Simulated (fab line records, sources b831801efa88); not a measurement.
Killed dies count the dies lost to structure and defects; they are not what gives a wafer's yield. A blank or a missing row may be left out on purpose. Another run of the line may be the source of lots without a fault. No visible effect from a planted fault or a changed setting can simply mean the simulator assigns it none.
Which tool did it? | flow gf180mcu | Sampling: 7 lots, 21 wafers, 2 of 602 route steps

## WHAT THE GAUGES READ, wafer by wafer
GF_CONTACT_BOW_MEAS_05.
lot  | measured     | on           | CONTACT_BOW (um)
L117 | day 15 23:29 | filmMetro-01 | 69 62 58
L121 | day 17 16:14 | filmMetro-04 | 54 68 68
L123 | day 18 15:08 | filmMetro-03 | 59 68 67
L130 | day 20 11:02 | filmMetro-01 | 65 59 61
L134 | day 21 17:37 | filmMetro-03 | 70 35 37
L136 | day 22 09:20 | filmMetro-01 | 79 62 64
L138 | day 23 06:52 | filmMetro-01 | 54 68 67

## EACH LOT AND THE TOOL THAT RAN IT (in order: tool; ch and the chambers of the sampled wafers; start)
lot  | GF_CONTACT_CVD_02
L117 | pecvd-01 ch 0,1, day 15 23:02
L121 | pecvd-01 ch 0,1, day 17 15:47
L123 | pecvd-04 ch 1,2, day 18 14:41
L130 | pecvd-03 ch 0,1,2, day 20 10:37
L134 | pecvd-03 ch 0,2, day 21 17:09
L136 | pecvd-01 ch 1,2, day 22 08:52
L138 | pecvd-04 ch 0,2, day 23 06:26
- GF_CONTACT_CVD_02: deposits SiO2 from TEOS, target thk 860 nm, time 95.992 s.

## THE ANSWER, worked out from the rows above alone
Rule: usual is defined by the lots themselves. Put in order of their means at a reading, lots are off if they are a third of the lots or fewer, leave a main group of 4 or more, and stand apart from it by a gap of 3 or more times the standard deviation of the main group's means; of several such gaps the widest counts. The tables above print the reading to a certain number of digits; a main group whose means all agree to those digits is not used. Also off: a lot with no number at a reading for which 4 or more lots have one. The other lots that the step has rows for count as sound.
Off: L134, at GF_CONTACT_BOW_MEAS_05 (CONTACT_BOW). The main group: mean 64 um, standard deviation 2.1.
A tool fits if, at a process step before that reading, it ran every lot that is off, and no sound lot after the first of them. Those tools and the gauges at GF_CONTACT_BOW_MEAS_05 are tried in the same way. 2 tools fit, pecvd-03 at GF_CONTACT_CVD_02 and filmMetro-03 at GF_CONTACT_BOW_MEAS_05, so this cannot tell which one it is.

## WHAT THE SIMULATOR PUT IN
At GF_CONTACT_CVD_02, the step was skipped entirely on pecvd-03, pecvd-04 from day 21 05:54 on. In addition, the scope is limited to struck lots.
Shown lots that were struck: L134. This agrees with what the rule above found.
